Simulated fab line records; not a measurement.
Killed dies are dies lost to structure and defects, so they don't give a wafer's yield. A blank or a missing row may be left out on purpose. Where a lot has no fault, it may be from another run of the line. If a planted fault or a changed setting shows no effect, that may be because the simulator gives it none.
One fault seen from 2 desks + flow gf180mcu + numbers are kept per desk, each desk with only its own; the story behind them comes last

## METROLOGY DESK
What the gauges read for every lot (on any tool): the sampled wafers with a number, averaged. Marked OUT: a lot whose mean sits more than 4 standard deviations from the usual mean, which makes it out of limits; the brackets give that distance.
Columns: A = M4_ALCU_RS at GF_M4_RS_MEAS_05, usual 0.0697 ohm/sq; B = M4_OVL at GF_M4_OVL_MEAS_15, usual 0 nm; C = V4_CVD_00_THK at GF_V4_THK_MEAS_01, usual 599 nm
| lot  | first seen here | A      | B  | C             |
|------|-----------------|--------|----|---------------|
| L643 | day 23 04:46    | 0.0696 | 2  | 605           |
| L649 | day 25 08:26    | 0.0710 | -1 | 397 (-31) OUT |
| L652 | day 26 01:46    | 0.0697 | -3 | 595           |
| L653 | day 26 10:39    | 0.0698 | 2  | 498 (-15) OUT |
| L655 | day 26 21:33    | 0.0700 | -3 | 596           |
| L658 | day 28 00:28    | 0.0694 | -2 | 598           |
| L659 | day 28 06:26    | 0.0693 | 5  | 599           |
| L661 | day 28 18:02    | 0.0699 | 1  | 599           |
| L662 | day 29 00:53    | 0.0700 | -1 | 608           |
| L663 | day 29 01:16    | 0.0688 | 7  | 603           |
| L664 | day 29 04:44    | 0.0693 | 0  | 602           |
| L665 | day 29 06:33    | 0.0684 | -3 | 597           |
This desk's finding: out of limits on L649, L653; first on L649, day 26 05:55 (V4_CVD_00_THK at GF_V4_THK_MEAS_01). L643, L652, L655, L658, L659, L661, L662, L663, L664, L665 stayed within limits.

## FOR THE TOOL OWNER'S DESK: hdpcvd-01
The tool's own readings at GF_V4_CVD_00 (deposits SiO2, target thk 600 nm, time 100 s): means of the sampled wafers that have a number, for each lot that ran on this tool. Marked OUT: a lot whose mean sits more than 4 standard deviations from the usual mean, which makes it out of limits; the brackets give that distance.
Columns: A = sih4-flow-sccm at GF_V4_CVD_00, usual 59.99 sccm
| lot  | first seen here | A                       |
|------|-----------------|-------------------------|
| L649 | day 26 05:51    | 39.91 (-99 or more) OUT |
| L653 | day 27 06:54    | 49.98 (-56) OUT         |
| L663 | day 29 21:31    | 60.10                   |
| L664 | day 30 00:35    | 60.09                   |
| L665 | day 30 01:50    | 59.96                   |
Finding of this desk: L649, L653 out of limits; the first was L649 at day 26 05:51, on sih4-flow-sccm at GF_V4_CVD_00. L663, L664, L665 stayed within limits.

## TAKEN TOGETHER
An alarm could have come from the tool owner's desk at day 26 05:51, on L649, L653.
Metrology desk: alarm possible at day 26 05:55 on L649, L653.
The lots listed all ran GF_V4_CVD_00 on hdpcvd-01.

## WHAT HAD BEEN PUT IN BY THE SIMULATOR
hdpcvd-01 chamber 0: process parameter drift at GF_V4_CVD_00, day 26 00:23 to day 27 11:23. The setting sih4-flow-sccm was moved by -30, starting from 60. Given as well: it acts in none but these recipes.
Shown lots that were struck: L649, L653.
Time in hours from fault onset to the first out-of-limits reading at each desk: tool owner's desk 5, metrology desk 6.
